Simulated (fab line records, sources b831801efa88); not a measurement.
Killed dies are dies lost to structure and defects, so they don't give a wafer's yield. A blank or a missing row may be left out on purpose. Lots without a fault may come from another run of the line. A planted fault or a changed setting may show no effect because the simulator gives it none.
Which tool did it? | flow sky130 | 11 lots, 33 wafers sampled, at 5 steps of a route of 708

WHAT THE GAUGES READ, wafer by wafer
SKY_SD_P_TW_MEAS_11. Usual: SD_P_TW 2825, standard deviation 23.
lot  | measured     | on            | SD_P_TW        | flag
L552 | day 26 10:10 | film_metro-01 | 2852 2855 2836 |
L558 | day 28 00:32 | film_metro-03 | 2856 2848 2845 |
L559 | day 28 05:31 | film_metro-01 | 2831 2829 2844 |
L560 | day 28 19:01 | film_metro-01 | 2839 2842 2842 |
L563 | day 29 17:04 | film_metro-02 | 2810 2808 2804 |
L565 | day 30 12:02 | film_metro-02 | 2802 2805 2810 |
L567 | day 30 22:04 | film_metro-01 | 2847 2845 2829 |
L568 | day 30 23:49 | film_metro-01 | 2835 2829 2843 |
L569 | day 31 06:35 | film_metro-03 | 2852 2841 2834 |
L570 | day 31 13:25 | film_metro-01 | 2854 2826 2828 |
L572 | day 32 06:02 | film_metro-03 | 2855 2859 2852 |

SKY_SD_N_RS_MEAS_16: measures by four-point-probe. Usual: SD_N_RS 68.56 ohm/sq, standard deviation 0.081.
lot  | measured     | on            | SD_N_RS (ohm/sq)                    | flag
L552 | day 28 19:34 | film_metro-01 | 68.68 68.59 68.61                   |
L558 | day 30 09:19 | film_metro-01 | 68.51 68.58 68.54                   |
L559 | day 30 13:37 | film_metro-02 | 68.50 68.38 68.53                   |
L560 | day 31 04:04 | film_metro-02 | 68.33 68.53 68.51                   |
L563 | day 32 00:44 | film_metro-02 | 68.53 68.53 68.50                   |
L565 | day 32 20:25 | film_metro-01 | 68.73 68.57 68.70                   |
L567 | day 33 05:52 | film_metro-01 | 68.62 68.58 68.63                   |
L568 | day 33 07:44 | film_metro-03 | 67.10 67.12 66.83 66.96 67.01 66.94 | OFF
L569 | day 33 13:11 | film_metro-02 | 68.69 68.50 68.72                   |
L570 | day 33 20:00 | film_metro-01 | 66.87 67.02 67.09 66.99 67.21 66.90 | OFF
L572 | day 34 12:32 | film_metro-01 | 67.10 66.92 66.93 67.07 67.05 67.00 | OFF

SKY_SD_N_RS_MEAS_17: measures by four-point-probe. Usual: SD_P_RS 147.1 ohm/sq, standard deviation 0.35.
lot  | measured     | on            | SD_P_RS (ohm/sq)                    | flag
L552 | day 28 19:41 | film_metro-01 | 147.5 146.9 146.9                   |
L558 | day 30 09:26 | film_metro-01 | 146.8 147.0 146.7                   |
L559 | day 30 13:44 | film_metro-02 | 147.1 147.1 147.2                   |
L560 | day 31 04:11 | film_metro-02 | 146.2 146.2 146.4                   |
L563 | day 32 00:52 | film_metro-02 | 146.8 147.0 146.8                   |
L565 | day 32 20:32 | film_metro-01 | 147.5 147.9 148.1                   |
L567 | day 33 05:59 | film_metro-01 | 147.5 147.3 147.4                   |
L568 | day 33 10:00 | film_metro-03 | 139.2 139.4 139.2 139.3 139.0 139.2 | OFF
L569 | day 33 13:19 | film_metro-02 | 147.4 147.4 147.4                   |
L570 | day 33 21:37 | film_metro-01 | 139.2 139.4 139.6 138.9 139.9 139.3 | OFF
L572 | day 34 14:04 | film_metro-01 | 139.4 139.2 139.3 139.2 138.8 139.1 | OFF

SKY_LI_CONTACT_OVL_MEAS_13. Usual: LI_CONTACT_OVL 0 nm, standard deviation 6.6.
lot  | measured     | on         | LI_CONTACT_OVL (nm) | flag
L552 | day 30 00:13 | overlay-02 | 0 0 -1              |
L558 | day 31 14:10 | overlay-01 | -5 10 -7            |
L559 | day 31 18:38 | overlay-01 | 13 -1 0             |
L560 | day 32 08:38 | overlay-02 | -14 -17 -12         |
L563 | day 33 05:04 | overlay-02 | -5 -11 -7           |
L565 | day 34 00:50 | overlay-01 | 6 10 3              |
L567 | day 34 09:31 | overlay-01 | -9 -4 0             |
L568 | day 34 12:02 | overlay-02 | 7 1 2               |
L569 | day 34 16:56 | overlay-02 | -4 -5 0             |
L570 | day 34 23:20 | overlay-01 | 10 8 8              |
L572 | day 35 16:19 | overlay-02 | 12 5 7              |

WHICH TOOL RAN EACH LOT (tool, then ch and the chambers of the sampled wafers, then the start)
lot  | SKY_SD_N_RTA_14
L552 | rtp_anneal-01 ch 0, day 28 19:23
L558 | rtp_anneal-01 ch 0, day 30 09:08
L559 | rtp_anneal-02 ch 0, day 30 13:26
L560 | rtp_anneal-01 ch 0, day 31 03:52
L563 | rtp_anneal-02 ch 0, day 32 00:34
L565 | rtp_anneal-02 ch 0, day 32 20:14
L567 | rtp_anneal-02 ch 0, day 33 05:41
L568 | rtp_anneal-01 ch 0, day 33 07:33
L569 | rtp_anneal-02 ch 0, day 33 13:01
L570 | rtp_anneal-01 ch 0, day 33 19:50
L572 | rtp_anneal-01 ch 0, day 34 12:21
- SKY_SD_N_RTA_14: time 2 s.

WHAT THE TOOLS THEMSELVES READ (means of the sampled wafers that have a number; where no wafer has one, the mark that the record gives instead)
SKY_SD_N_RTA_14. Usual: lamp_power_pct 15.74 %, standard deviation 0.052; ramp_up_c_per_s 150.00, standard deviation 0.028; wafer_temp_C_max 1077.8, standard deviation 1.2.
lot  | tool          | lamp_power_pct (%) | ramp_up_c_per_s | wafer_temp_C_max | flag
L552 | rtp_anneal-01 | 15.78              | 149.96          | 1077.5           |
L558 | rtp_anneal-01 | 15.74              | 150.00          | 1077.8           |
L559 | rtp_anneal-02 | 15.76              | 149.99          | 1078.1           |
L560 | rtp_anneal-01 | 15.72              | 150.00          | 1077.7           |
L563 | rtp_anneal-02 | 15.72              | 150.02          | 1076.4           |
L565 | rtp_anneal-02 | 15.75              | 150.00          | 1077.4           |
L567 | rtp_anneal-02 | 15.76              | 150.01          | 1077.4           |
L568 | rtp_anneal-01 | 15.82              | 150.02          | 1086.2           | OFF
L569 | rtp_anneal-02 | 15.73              | 150.01          | 1077.6           |
L570 | rtp_anneal-01 | 15.82              | 150.04          | 1087.5           | OFF
L572 | rtp_anneal-01 | 15.81              | 150.03          | 1087.7           | OFF

THE ANSWER, worked out from the rows above alone
Rule: a lot is off if the mean of its wafers that have a number lies more than 3 standard deviations from the usual mean. A lot without any number at a reading at which 4 lots or more have one is off too. The other lots that the step has rows for count as sound. The gauges are gone through in route order, then the tools' own readings, and for those a lot's mean is taken as printed above. The first step at which some lot is off is used, and at that step the reading that is off furthest; a lot without a number counts as furthest.
Off: L568, L570, L572, at SKY_SD_N_RS_MEAS_16 (SD_N_RS).
A tool fits if, at a process step before that reading, it ran every lot that is off, and no sound lot after the first of them. The gauges at SKY_SD_N_RS_MEAS_16 aren't tried: what is off there is off at SKY_SD_N_RTA_14 too, on other tools, and a gauge's error can't cause that. One fits: rtp_anneal-01 at SKY_SD_N_RTA_14. Its last sound lot is L560 (day 31 03:52), its first lot that is off L568 (day 33 07:33): a fault that began between those two fits.
The tool's own readings at SKY_SD_N_RTA_14 bear it out: on the lots that are off they differ by more than 5 times the standard deviation of the sound lots' means. wafer_temp_C_max reads 1087.1 there against 1077.5 on the sound lots.

WHAT THE SIMULATOR HAD PUT IN
Process parameter drift: rtp_anneal-01, from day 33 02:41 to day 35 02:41, at SKY_SD_N_RTA_14. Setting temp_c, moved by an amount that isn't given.
Lots struck among those shown: L568, L570, L572. The rule above found the same.
